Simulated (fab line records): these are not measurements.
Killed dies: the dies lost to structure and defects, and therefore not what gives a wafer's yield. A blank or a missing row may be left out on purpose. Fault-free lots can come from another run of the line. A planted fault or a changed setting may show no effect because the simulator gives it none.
Code-filled problem report in 8D (eight disciplines) form    flow gf180mcu    the parts of the form that need people (team, actions taken, sign-off) are left out

== 1. PROBLEM STATEMENT ==
Mean HV_LDD_01_OVL at GF_HV_LDD_OVL_MEAS_20: 41.7 nm over 6 wafers in 2 lots; fault-free wafers: 0.5 nm, standard deviation 1.4. Measured from the usual mean, that is +29 standard deviations.
The first sign was on wafer L905.1 at day 16 02:31, on overlay-02. At this step, 39 wafers from 13 lots have a number in the record. By rule, "out" or "out of limits" means more than 4 standard deviations away from the usual mean. Any other wafer with a number is counted as sound.

== 2. WHAT THIS IS AND IS NOT ==
question                     is                      is not
which readings at this step  HV_LDD_01_OVL           -
which lots                   L905, L906              L888, L889, L891, L893, L894, L896, L897, L898, L900, L909, L911
which wafers of those lots   all that have a number  -
read on which gauges         overlay-01, overlay-02  -
when                         from day 16 02:31       up to then (27 sound wafers); but 6 sound wafers of L909, L911 came after

== 3. SUSPECTS, AND WHAT RULES EACH OUT ==
Counting: a tool at a process step up to the reading stays a suspect if it ran every lot that is out and no sound lot after the first of them.
- the gauge at GF_HV_LDD_OVL_MEAS_20 is ruled out. The wafers that are out were read on 2 gauges (overlay-01, overlay-02).
- ilineStepper-01 at GF_HV_LDD_EXPOSE_16 (exposes mask Pplus LV AREA, target cd 400 nm): kept. It ran every lot that is out, first L905 (day 15 16:44), and no sound lot after that; its last sound lot up to then is L898 (day 13 13:05).
The count leaves ilineStepper-01 at GF_HV_LDD_EXPOSE_16.

== 4. THE CAUSE (what the simulator had put in) ==
Scanner matching overlay: ilineStepper-01, from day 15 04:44 on, at GF_HV_LDD_EXPOSE_16. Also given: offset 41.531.
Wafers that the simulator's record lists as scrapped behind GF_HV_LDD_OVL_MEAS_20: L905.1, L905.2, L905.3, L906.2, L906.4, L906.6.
After counting, this tool was the only one left.

== 5. THE CHAIN OF EFFECTS, in route order ==
Each row: a reading whose mean over the struck wafers that have a number lies more than 3 standard deviations from the usual. Readings are gone through only where the record gives a usual standard deviation; hours: the median, over the lots, of the time from a lot's start at the first step in this table giving one to that lot's start at this step; sigmas: the change measured in usual standard deviations.
hours  step                   reading        usual   on struck wafers  change  sigmas
0      GF_HV_LDD_OVL_MEAS_20  HV_LDD_01_OVL  0.5 nm  41.7              +41.2   +29

== 6. WHAT WOULD HAVE CAUGHT IT SOONER ==
In this record the first reading out of limits at a measuring or inspecting step was taken at day 16 02:31, 22 hours after the fault began at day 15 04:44.
No tool reading at GF_HV_LDD_EXPOSE_16 that has a usual standard deviation in the record was out on any struck wafer, so an alarm limit of 4 standard deviations on those readings would not have fired.
By day 16 02:31, every lot that is out (2) had started GF_HV_LDD_EXPOSE_16 on ilineStepper-01. None of them would have been spared by holding the tool at that moment.
